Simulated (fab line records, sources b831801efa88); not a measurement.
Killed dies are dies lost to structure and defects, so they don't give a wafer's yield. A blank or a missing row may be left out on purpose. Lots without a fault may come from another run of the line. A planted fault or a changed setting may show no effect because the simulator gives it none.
Which tool did it? | flow sky130 | 12 lots, 36 wafers sampled, at 4 steps of a route of 708

WHAT THE GAUGES READ, wafer by wafer
SKY_SONOS_ONO_OVL_MEAS_14. Usual: SONOS_ONO_OVL -0.7 nm, standard deviation 1.7.
lot  | measured     | on         | SONOS_ONO_OVL (nm) | flag
L495 | day 13 13:09 | overlay-01 | -1.4 2.1 1.1       |
L494 | day 13 13:31 | overlay-01 | 1.6 -1.1 0.6       |
L493 | day 13 14:43 | overlay-02 | -1.1 -2.3 -3.1     |
L497 | day 14 01:20 | overlay-02 | -1.4 -2.6 -3.3     |
L498 | day 14 10:13 | overlay-02 | -1.8 -0.5 -1.4     |
L499 | day 14 16:59 | overlay-02 | 0.7 -0.2 -0.3      |
L500 | day 15 02:32 | overlay-02 | 1.0 0.4 -0.1       |
L501 | day 15 14:11 | overlay-02 | -1.7 -0.7 -0.9     |
L505 | day 16 18:24 | overlay-01 | -3.7 -0.4 -5.7     |
L506 | day 17 07:54 | overlay-01 | 1.1 -1.1 -1.5      |
L512 | day 19 06:05 | overlay-01 | -1.5 3.0 0.4       |
L514 | day 19 17:39 | overlay-01 | -2.1 1.0 0.1       |

SKY_POLY_GATE_THK_MEAS_04. Usual: POLY_GATE_CVD_03_THK 75.0 nm, standard deviation 0.76.
lot  | measured     | on            | POLY_GATE_CVD_03_THK (nm) | flag
L495 | day 16 00:24 | film_metro-04 | 75.5 75.6 75.4            |
L494 | day 16 02:47 | film_metro-04 | 76.0 75.5 75.7            |
L493 | day 16 05:58 | film_metro-02 | 75.9 75.8 75.5            |
L497 | day 16 14:58 | film_metro-03 | 74.7 75.2 75.2            |
L498 | day 17 01:47 | film_metro-04 | 73.5 73.2 73.6            |
L499 | day 17 09:23 | film_metro-04 | 74.8 74.8 74.6            |
L500 | day 17 19:00 | film_metro-03 | 74.9 74.7 74.6            |
L501 | day 18 07:31 | film_metro-02 | 74.9 75.5 74.9            |
L505 | day 19 15:01 | film_metro-04 | 75.0 75.6 75.3            |
L506 | day 20 05:22 | film_metro-02 | 73.1 73.4 73.2            |
L512 | day 23 01:52 | film_metro-04 | 75.2 75.5 75.2            |
L514 | day 23 03:17 | film_metro-04 | 75.1 74.5 74.5            |

WHICH TOOL RAN EACH LOT (tool, then ch and the chambers of the sampled wafers, then the start)
lot  | SKY_GATE_OXIDE_STRIP_13              | SKY_GATE_OXIDE_OXIDATION_16
L495 | plasma_asher-03 ch 0,1, day 14 16:54 | furnace-01 ch 0, day 14 17:05
L494 | plasma_asher-01 ch 0,1, day 14 17:43 | furnace-01 ch 0, day 14 18:37
L493 | plasma_asher-01 ch 0,1, day 14 20:08 | furnace-01 ch 0, day 14 21:29
L497 | plasma_asher-01 ch 0,1, day 15 05:41 | furnace-02 ch 0, day 15 05:54
L498 | plasma_asher-03 ch 0,1, day 15 15:10 | furnace-02 ch 0, day 15 16:01
L499 | plasma_asher-04 ch 0,1, day 15 22:23 | furnace-01 ch 0, day 15 23:10
L500 | plasma_asher-01 ch 1, day 16 08:30   | furnace-02 ch 0, day 16 08:43
L501 | plasma_asher-04 ch 0,1, day 16 19:54 | furnace-01 ch 0, day 16 20:14
L505 | plasma_asher-03 ch 0,1, day 18 02:34 | furnace-02 ch 0, day 18 03:27
L506 | plasma_asher-03 ch 0,1, day 18 15:48 | furnace-02 ch 0, day 18 16:35
L512 | plasma_asher-01 ch 0,1, day 20 15:22 | furnace-01 ch 0, day 20 16:07
L514 | plasma_asher-03 ch 0,1, day 21 02:20 | furnace-01 ch 0, day 21 02:41
- SKY_GATE_OXIDE_STRIP_13: strips in O2/N2.
- SKY_GATE_OXIDE_OXIDATION_16: stabilise 600 s, purge 300 s, target thk 3.57 nm.

WHAT THE TOOLS THEMSELVES READ (means of the sampled wafers that have a number; where no wafer has one, the mark that the record gives instead)
SKY_GATE_OXIDE_STRIP_13. Usual: drypump_motor_current_A 5.8 A, standard deviation 0.54; oes_product_au 0.715 a.u., standard deviation 0.0044; strip_time_to_endpoint_s 14.21 s, standard deviation 0.044.
lot  | tool            | drypump_motor_current_A (A) | oes_product_au (a.u.) | strip_time_to_endpoint_s (s) | flag
L495 | plasma_asher-03 | 5.8                         | 0.712                 | 14.20                        |
L494 | plasma_asher-01 | 6.2                         | 0.718                 | 14.17                        |
L493 | plasma_asher-01 | 5.9                         | 0.714                 | 14.27                        |
L497 | plasma_asher-01 | 6.2                         | 0.713                 | 14.20                        |
L498 | plasma_asher-03 | 5.4                         | 0.715                 | 14.21                        |
L499 | plasma_asher-04 | 6.0                         | 0.715                 | 14.22                        |
L500 | plasma_asher-01 | 5.5                         | 0.720                 | 14.15                        |
L501 | plasma_asher-04 | 6.0                         | 0.719                 | 14.20                        |
L505 | plasma_asher-03 | 5.7                         | 0.714                 | 14.16                        |
L506 | plasma_asher-03 | 5.4                         | 0.711                 | 14.27                        |
L512 | plasma_asher-01 | 5.9                         | 0.712                 | 14.16                        |
L514 | plasma_asher-03 | 5.8                         | 0.718                 | 14.21                        |

SKY_GATE_OXIDE_OXIDATION_16. Usual: spike_tc_bottom_C 818.7 C, standard deviation 1.1; spike_tc_centre_C 800.0 C, standard deviation 0.91; spike_tc_lower_C 800.9 C, standard deviation 1.3; zone_power_bottom_pct 22.0 %, standard deviation 0.89; zone_power_centre_pct 14.5 %, standard deviation 1.8; zone_power_lower_pct 12.5 %, standard deviation 0.59; zone_power_upper_pct 14.59 %, standard deviation 0.16.
lot  | tool       | spike_tc_bottom_C (C) | spike_tc_centre_C (C) | spike_tc_lower_C (C) | zone_power_bottom_pct (%) | zone_power_centre_pct (%) | zone_power_lower_pct (%) | zone_power_upper_pct (%) | flag
L495 | furnace-01 | 818.7                 | 800.2                 | 800.1                | 22.9                      | 12.6                      | 11.9                     | 14.56                    |
L494 | furnace-01 | 817.5                 | 800.4                 | 799.1                | 23.1                      | 12.7                      | 11.9                     | 14.79                    |
L493 | furnace-01 | 818.5                 | 800.0                 | 800.0                | 23.2                      | 12.6                      | 11.8                     | 14.67                    |
L497 | furnace-02 | 818.8                 | 800.1                 | 801.1                | 21.2                      | 16.3                      | 13.0                     | 14.56                    |
L498 | furnace-02 | 818.1                 | 799.9                 | 801.2                | 21.0                      | 16.1                      | 13.1                     | 14.45                    |
L499 | furnace-01 | 817.4                 | 801.0                 | 800.5                | 23.0                      | 12.7                      | 12.0                     | 14.65                    |
L500 | furnace-02 | 819.7                 | 800.1                 | 802.8                | 21.3                      | 16.0                      | 13.1                     | 14.57                    |
L501 | furnace-01 | 818.2                 | 800.9                 | 800.7                | 23.0                      | 12.5                      | 11.9                     | 14.67                    |
L505 | furnace-02 | 820.2                 | 800.9                 | 800.4                | 21.2                      | 16.1                      | 13.1                     | 14.48                    |
L506 | furnace-02 | 819.3                 | 799.1                 | 801.5                | 21.4                      | 16.1                      | 13.0                     | 14.60                    |
L512 | furnace-01 | 811.3                 | 794.7                 | 838.9                | 18.0                      | 7.7                       | 22.0                     | 15.25                    | OFF
L514 | furnace-01 | 811.5                 | 794.8                 | 839.3                | 18.0                      | 7.7                       | 22.3                     | 15.31                    | OFF

THE ANSWER, worked out from the rows above alone
Rule: a lot is off if the mean of its wafers that have a number lies more than 3 standard deviations from the usual mean. A lot without any number at a reading at which 4 lots or more have one is off too. The other lots that the step has rows for count as sound. The gauges are gone through in route order, then the tools' own readings, and for those a lot's mean is taken as printed above. The first step at which some lot is off is used, and at that step the reading that is off furthest; a lot without a number counts as furthest.
Off: L512, L514, at SKY_GATE_OXIDE_OXIDATION_16 (spike_tc_lower_C).
A tool fits if, at that step or a process step before it, it ran every lot that is off, and no sound lot after the first of them. One fits: furnace-01 at SKY_GATE_OXIDE_OXIDATION_16. Its last sound lot is L501 (day 16 20:14), its first lot that is off L512 (day 20 16:07): a fault that began between those two fits.
The tool's own readings at SKY_GATE_OXIDE_OXIDATION_16 bear it out: on the lots that are off they differ by more than 5 times the standard deviation of the sound lots' means. spike_tc_bottom_C reads 811.4 C there against 818.6 C on the sound lots; spike_tc_centre_C reads 794.8 C there against 800.3 C on the sound lots; spike_tc_lower_C reads 839.1 C there against 800.7 C on the sound lots; zone_power_lower_pct reads 22.1 % there against 12.5 % on the sound lots; zone_power_upper_pct reads 15.28 % there against 14.60 % on the sound lots.

WHAT THE SIMULATOR HAD PUT IN
Process parameter drift: furnace-01, from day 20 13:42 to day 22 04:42, at SKY_GATE_OXIDE_OXIDATION_16. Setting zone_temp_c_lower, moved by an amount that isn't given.
Lots struck among those shown: L512, L514. The rule above found the same.
